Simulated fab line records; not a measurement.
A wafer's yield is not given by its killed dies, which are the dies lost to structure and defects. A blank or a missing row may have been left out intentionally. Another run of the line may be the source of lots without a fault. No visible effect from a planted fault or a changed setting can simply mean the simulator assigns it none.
A struck lot beside a sound one    flow sky130    15 out of 708 route steps
Sound: wafers L198.1, L198.2, L198.4. Wafers struck: L206.1, L206.5, L206.6. The cause comes at the end.
Each step with rows lists, per side, the tool, then ch with its chambers, then its first start. Under that, the readings that differ: sound wafers    struck wafers    difference of the means    sigmas: that difference in standard deviations of wafers without a fault.
alike: a reading whose means differ by less than 2 such deviations, as well as words and numbers matching on both sides. not compared: withheld readings; readings where some wafer has no value; bounds like >300 that might hide an equal value; numbers whose values overlap and for which the record gives no deviation.
Wherever a step has rows on one side only, a row that says differs or no value, or a row with sigmas, the two part there. Numbers that don't overlap but have no deviation are shown without sigmas and don't part them. A reading missing from all wafers of one side parts the sides only when that side holds two or more wafers.

SKY_METAL4_ETCH_16: etches BARC in N2/H2, stops on SiO2, time 88.2 s, target depth 60 nm.
  sound on rie metal-03 ch 0,1, day 42 03:40; struck on rie metal-03 ch 0,1, day 44 06:14
reading                 sound                 struck                difference  sigmas
throttle valve pct (%)  13.221 13.220 13.199  13.201 13.183 13.198  -0.019      -2
  alike: drypump motor current A, he backside leak sccm, oes product au
  not compared: rf hours counter h
SKY_METAL4_ETCH_17: etches SiO2 in C4F8/O2/Ar, stops on TiN, time 3.9 s, target depth 15 nm.
  sound on rie diel-03 ch 0,1,2, day 42 03:46; struck on rie diel-04 ch 0,1, day 44 06:19
  alike: oes product au
  not compared: rf hours counter h
SKY_METAL4_METAL_ETCH_18: etches the open film in Cl2/BCl3, stops on SiO2, target depth 845 nm, time 183.1 s.
  sound on rie metal-04 ch 0,1, day 42 03:47; struck on rie metal-04 ch 0,1, day 44 06:20
  alike: drypump motor current A, he backside leak sccm, oes product au, throttle valve pct
  not compared: rf hours counter h
SKY_METAL4_STRIP_19: strips in O2/N2.
  sound on plasma asher-03 ch 0,1, day 42 03:58; struck on plasma asher-01 ch 0,1, day 44 06:35
  alike: drypump motor current A, oes product au, strip time to endpoint s
  not compared: rf hours counter h
then, 4 steps without rows for these wafers: SKY_METAL4_STRIP_20 (strips in post etch residue remover, time 1200 s); SKY_METAL4_CLEAN_21 (cleans in IPA, time 180 s); SKY_METAL4_CLEAN_22 (cleans in O3/DIW); SKY_VIA4_HDPCVD_00 (deposits SiO2, target thk 1750 nm, time 291.7 s).
SKY_VIA4_THK_MEAS_01:
  sound on film metro-03 at day 42 04:44; struck on film metro-03 at day 44 07:23
  alike: VIA4_HDPCVD_THK
SKY_VIA4_CMP_02: polishes SiO2.
  sound on cmp-02 ch 0,1,3, day 42 04:47; struck on cmp-01 ch 1,2,3, day 44 07:33
  alike: motor current A
SKY_VIA4_BOW_MEAS_03:
  sound on film metro-04 at day 42 05:05; struck on film metro-04 at day 44 07:45
  alike: VIA4_BOW
then, 1 step without rows for these wafers: SKY_VIA4_DEHYDRATE_04 (time 60 s).
SKY_VIA4_HMDS_05: prime time 60 s.
  sound on litho track-03 ch 0, day 42 17:18; struck on litho track-01 ch 0, day 44 18:53
reading           sound                 struck                difference  sigmas
prime temp c (C)  120.01 119.84 119.64  120.60 120.76 120.80  +0.89       +6
then, 1 step without rows for these wafers: SKY_VIA4_COAT_06 (resist thk 1140 nm).
-- the record jumps here: 3 days lie between the struck wafers' starts before and after (it left off in module VIA4 and takes up again in module PAD_OPEN, whose first step shown is number 708 of the route) --
SKY_PAD_OPEN_PROBE_99:
  sound on prober-02 at day 46 02:55; struck on prober-02 at day 47 22:56
  alike: defect limited yield, killed_at_M0_to_M3, killed_at_M4_up, killed at contacts, killed at front end, killed at other, killed dies, killed on rim, killed open, killed short, sort_bin_3_pad_short, sort_bin_5_function, sort_bin_6_memory, sort n pass, sort yield pct

== WHERE THEY PART ==
Last at SKY_VIA4_HMDS_05 as far as this record goes, first at SKY_METAL4_ETCH_16. Later steps at which nothing parts them and some readings are alike: SKY_PAD_OPEN_PROBE_99.

WHY: the cause the simulator had injected
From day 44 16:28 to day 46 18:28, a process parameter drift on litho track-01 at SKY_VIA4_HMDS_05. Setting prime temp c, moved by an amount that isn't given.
